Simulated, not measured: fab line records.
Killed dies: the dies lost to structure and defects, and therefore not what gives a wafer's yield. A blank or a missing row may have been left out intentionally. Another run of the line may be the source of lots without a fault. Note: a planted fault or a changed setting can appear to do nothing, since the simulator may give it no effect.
Struck lot and sound lot, side by side	flow sky130	43 steps out of a route of 708
Sound: wafers L208.2, L208.4, L208.6. Wafers L218.4, L218.5, L218.6 were the ones struck. Last of all comes the cause.
For every step that has rows: the tool of each side, followed by ch and its chambers, followed by its first start. Under that, the readings that differ: sound wafers	struck wafers	difference of the means	sigmas: that difference in standard deviations of wafers without a fault.
alike: readings whose means differ by less than 2 such deviations, and words and numbers that are the same on both sides. not compared: withheld readings, readings that some wafer has no value for, bounds like >300 that may hide the same value, and numbers for which the record gives no deviation and whose values overlap.
The two part at a step that has a row with sigmas, a row that says differs or no value, or rows on one side only. When numbers do not overlap yet have no deviation, they are printed without sigmas and do not part them. A reading that every wafer of one side lacks parts them only if that side has two wafers or more.

first, 6 steps without rows for these wafers: SKY_LDD_N_IMPLANT_10; SKY_LDD_N_IMPLANT_11; SKY_LDD_N_IMPLANT_12; SKY_LDD_N_IMPLANT_13; SKY_LDD_N_IMPLANT_14; SKY_LDD_N_IMPLANT_15.
SKY_LDD_N_STRIP_16: strips in O2/N2.
  sound on plasmaAsher-01 ch 0,1, day 19 13:47; struck on plasmaAsher-04 ch 0,1, day 23 19:01
  alike: drypumpMotorCurrentA, oesProductAu, stripTimeToEndpointS
  not compared: rfHoursCounterH
SKY_LDD_N_TW_MEAS_17:
  sound: filmMetro-01 at day 19 13:53; struck: filmMetro-02 at day 23 19:07
  alike: LDD_N_TW
then, 4 steps without rows for these wafers: SKY_LDD_P_DEHYDRATE_00 (time 60 s); SKY_LDD_P_HMDS_01 (prime time 60 s); SKY_LDD_P_COAT_02 (resist thk 1140 nm); SKY_LDD_P_SOFTBAKE_03 (time 60 s).
SKY_LDD_P_EXPOSE_04: exposes mask PSDM, target cd 380 nm.
  sound on ilineStepper-01 ch 0, day 20 05:10; struck on ilineStepper-01 ch 0, day 24 10:26
reading	sound	struck	difference	sigmas
mask	PSDM#0 PSDM#0 PSDM#0	HVPTM#0 HVPTM#0 HVPTM#0	differs	
  alike: focusOffsetNm
then, 2 steps without rows for these wafers: SKY_LDD_P_PEB_05; SKY_LDD_P_DEVELOP_06 (develop time 60 s).
SKY_LDD_P_CD_MEAS_07: target cd 380 nm.
  sound: cdSem-02 at day 20 20:56; struck: cdSem-01 at day 25 01:07
reading	sound	struck	difference	sigmas
cdNm (nm)	380.3 381.0 380.5	- - -	no value on the struck wafers	
SKY_LDD_P_OVL_MEAS_08:
  sound: overlay-02 at day 20 21:02; struck: overlay-01 at day 25 01:11
reading	sound	struck	difference	sigmas
LDD_P_OVL (nm)	0.7 0.0 1.0	- - -	no value on the struck wafers	
next, for these wafers, 1 step has no rows: SKY_LDD_P_IMPLANT_09.
SKY_LDD_P_STRIP_10: strips in O2/N2.
  sound on plasmaAsher-01 ch 1, day 20 21:13; struck on plasmaAsher-02 ch 0,1, day 25 01:23
  alike: drypumpMotorCurrentA, oesProductAu, stripTimeToEndpointS
  not compared: rfHoursCounterH
SKY_LDD_P_TW_MEAS_11:
  sound: filmMetro-02 at day 20 21:20; struck: filmMetro-04 at day 25 01:29
reading	sound	struck	difference	sigmas
LDD_P_TW	636 638 638	31 31 31	-606	-83
then, 7 steps without rows for these wafers: SKY_LDD_HVN_DEHYDRATE_00 (time 60 s); SKY_LDD_HVN_HMDS_01 (prime time 60 s); SKY_LDD_HVN_COAT_02 (resist thk 300 nm); SKY_LDD_HVN_SOFTBAKE_03 (time 60 s); SKY_LDD_HVN_EXPOSE_04 (exposes mask HVNTM, target cd 700 nm); SKY_LDD_HVN_PEB_05; SKY_LDD_HVN_DEVELOP_06 (develop time 60 s).
SKY_LDD_HVN_OVL_MEAS_07:
  sound: overlay-02 at day 22 03:22; struck: overlay-01 at day 26 06:23
  alike: LDD_HVN_OVL
next, for these wafers, 1 step has no rows: SKY_LDD_HVN_IMPLANT_08.
SKY_LDD_HVN_STRIP_09: strips in O2/N2.
  sound on plasmaAsher-01 ch 0,1, day 22 03:33; struck on plasmaAsher-04 ch 0,1, day 26 06:35
  alike: drypumpMotorCurrentA, oesProductAu, stripTimeToEndpointS
  not compared: rfHoursCounterH
SKY_LDD_HVN_TW_MEAS_10:
  sound: filmMetro-02 at day 22 03:40; struck: filmMetro-04 at day 26 06:40
  alike: LDD_HVN_TW
then, 7 steps without rows for these wafers: SKY_LDD_HVP_DEHYDRATE_00 (time 60 s); SKY_LDD_HVP_HMDS_01 (prime time 60 s); SKY_LDD_HVP_COAT_02 (resist thk 300 nm); SKY_LDD_HVP_SOFTBAKE_03 (time 60 s); SKY_LDD_HVP_EXPOSE_04 (exposes mask HVPTM, target cd 700 nm); SKY_LDD_HVP_PEB_05; SKY_LDD_HVP_DEVELOP_06 (develop time 60 s).
SKY_LDD_HVP_OVL_MEAS_07:
  sound: overlay-02 at day 23 09:28; struck: overlay-02 at day 27 11:02
  alike: LDD_HVP_OVL
next, for these wafers, 1 step has no rows: SKY_LDD_HVP_IMPLANT_08.
SKY_LDD_HVP_STRIP_09: strips in O2/N2.
  sound on plasmaAsher-02 ch 0,1, day 23 09:38; struck on plasmaAsher-02 ch 0,1, day 27 11:14
  alike: drypumpMotorCurrentA, oesProductAu, stripTimeToEndpointS
  not compared: rfHoursCounterH
SKY_LDD_HVP_TW_MEAS_10:
  sound: filmMetro-04 at day 23 09:45; struck: filmMetro-03 at day 27 11:19
reading	sound	struck	difference	sigmas
LDD_HVP_TW	468 466 465	704 704 701	+237	+29
-- the record jumps here: 22 days lie between the struck wafers' starts before and after (it left off in module LDD_HVP and takes up again in module PAD_OPEN, whose first step shown is number 708 of the route) --
SKY_PAD_OPEN_PROBE_99:
  sound: prober-02 at day 47 06:07; struck: prober-01 at day 49 19:23
reading	sound	struck	difference	sigmas
killedAtFrontEnd	17 13 20	415 418 406	+396	+99 or more
killedDies	81 77 85	492 492 492	+411	+44
killedOnRim	20 14 15	96 96 96	+80	+21
  alike: killed_at_M0_to_M3, killed_at_M4_up, killedAtContacts, killedAtOther, killedOpen, killedShort

WHERE THEY PART
Last at SKY_PAD_OPEN_PROBE_99 as far as this record goes, first at SKY_LDD_P_EXPOSE_04.

WHY: the cause the simulator had injected
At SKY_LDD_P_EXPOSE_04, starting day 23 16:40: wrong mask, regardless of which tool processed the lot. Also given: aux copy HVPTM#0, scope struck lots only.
